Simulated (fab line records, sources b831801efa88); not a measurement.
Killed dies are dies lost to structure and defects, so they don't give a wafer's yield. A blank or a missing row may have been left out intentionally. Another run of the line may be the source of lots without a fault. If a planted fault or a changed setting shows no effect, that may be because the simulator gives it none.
Comparing a struck lot with a sound one | flow gf180mcu | 29 steps out of a route of 602
Sound: these wafers, L469.1, L469.5, L469.6. The struck wafers were L466.3, L466.5, L466.6. The cause comes at the end.
Order at every step that has rows: each side's tool, ch and its chambers, its first start. Under that, the readings that differ: sound wafers | struck wafers | difference of the means | sigmas: that difference in standard deviations of wafers without a fault.
alike: a reading whose means differ by less than 2 such deviations, as well as words and numbers matching on both sides. not compared: withheld readings; readings where some wafer has no value; bounds like >300 that might hide an equal value; numbers whose values overlap and for which the record gives no deviation.
A row with sigmas, a row that says differs or no value, or rows on one side alone: a step with any of these is where the two part. Numbers that don't overlap but have no deviation are shown without sigmas and don't part them. Lack of a reading on every wafer of one side parts them only where that side has two or more wafers.

first, 7 steps without rows for these wafers: GF_HV_LDD_DEHYDRATE_24 (time 60 s); GF_HV_LDD_HMDS_25 (prime time 60 s); GF_HV_LDD_COAT_26 (resist thk 1000 nm); GF_HV_LDD_SOFTBAKE_27 (time 60 s); GF_HV_LDD_EXPOSE_28 (exposes mask Nplus HV AREA, target cd 400 nm); GF_HV_LDD_PEB_29; GF_HV_LDD_DEVELOP_30 (develop time 60 s).
GF_HV_LDD_CD_MEAS_31 targets a cd of 400 nm.
  sound on cd-sem-02, day 18 21:04; struck on cd-sem-01, day 17 19:50
  alike: cd-nm
GF_HV_LDD_OVL_MEAS_32:
  sound on overlay-02, day 18 21:11; struck on overlay-01, day 17 19:55
  reading            | sound        | struck      | difference | sigmas
  HV_LDD_02_OVL (nm) | -1.2 0.2 0.9 | 2.1 4.0 3.3 | +3.2       | +2
then, 3 steps without rows for these wafers: GF_HV_LDD_IMPLANT_33; GF_HV_LDD_IMPLANT_34; GF_HV_LDD_IMPLANT_35.
GF_HV_LDD_IMPLANT_36:
  sound on implanter-04 ch 0, day 18 21:41; struck on implanter-04, day 17 20:26
  no value came back on the struck wafers for beam-energy-keV, beam-on-s (s), implant-ion-amu; on the sound wafers beam-energy-keV reads 59.974 60.000 59.983
GF_HV_LDD_STRIP_37: strips in O2/N2.
  sound on plasma-asher-03 ch 0,1, day 18 21:50; struck on plasma-asher-03 ch 0,1, day 17 20:35
  alike: drypump-motor-current-A, heater-power-w, n2-flow-sccm, oes-product-au, strip-time-to-endpoint-s
  not compared: rf-hours-counter-h
GF_HV_LDD_TW_MEAS_38:
  sound on film-metro-04, day 18 21:56; struck on film-metro-03, day 17 20:53
  reading     | sound          | struck         | difference | sigmas
  HV_LDD_3_TW | 1432 1430 1429 | 1293 1289 1293 | -139       | -9
  not compared: hold
then, 6 steps without rows for these wafers: GF_HV_LDD_HMDS_40 (prime time 60 s); GF_HV_LDD_COAT_41 (resist thk 1000 nm); GF_HV_LDD_SOFTBAKE_42 (time 60 s); GF_HV_LDD_EXPOSE_43 (exposes mask Pplus HV AREA, target cd 400 nm); GF_HV_LDD_PEB_44; GF_HV_LDD_DEVELOP_45 (develop time 60 s).
GF_HV_LDD_CD_MEAS_46 targets a cd of 400 nm.
  sound on cd-sem-01, day 19 22:01; struck on cd-sem-01, day 18 20:11
  reading    | sound             | struck            | difference | sigmas
  cd-nm (nm) | 397.0 396.3 397.0 | 401.8 401.5 402.4 | +5.1       | +3
GF_HV_LDD_OVL_MEAS_47:
  sound on overlay-01, day 19 22:08; struck on overlay-02, day 18 20:16
  alike: HV_LDD_03_OVL
next, for these wafers, 1 step has no rows: GF_HV_LDD_IMPLANT_48.
GF_HV_LDD_STRIP_49: strips in O2/N2.
  sound on plasma-asher-02 ch 0,1, day 19 22:20; struck on plasma-asher-04 ch 0,1, day 18 20:29
  alike: drypump-motor-current-A, heater-power-w, n2-flow-sccm, oes-product-au, strip-time-to-endpoint-s
  not compared: rf-hours-counter-h
GF_HV_LDD_TW_MEAS_50:
  sound on film-metro-03, day 19 22:26; struck on film-metro-03, day 18 20:34
  alike: HV_LDD_4_TW
then, 1 step without rows for these wafers: GF_HV_LDD_CLEAN_51 (cleans in SC1/SC2, time 150 s).
GF_HV_LDD_RTA_52: time 10 s.
  sound on rtp-anneal-02 ch 0, day 19 22:32; struck on rtp-anneal-01 ch 0, day 18 20:41
  alike: lamp-power-pct, wafer_temp_C_max
GF_HV_LDD_RS_MEAS_53: measurement is done with a four-point probe.
  sound on film-metro-01, day 19 22:37; struck on film-metro-03, day 18 21:03
  reading            | sound             | struck            | difference | sigmas
  HV_LDD_RS (ohm/sq) | 416.0 416.4 415.2 | 437.5 438.2 438.0 | +22.0      | +20
  not compared: hold

## WHERE THEY PART
At GF_HV_LDD_OVL_MEAS_32 first; at GF_HV_LDD_RS_MEAS_53 last (within this record only).

WHY: the cause the simulator had injected
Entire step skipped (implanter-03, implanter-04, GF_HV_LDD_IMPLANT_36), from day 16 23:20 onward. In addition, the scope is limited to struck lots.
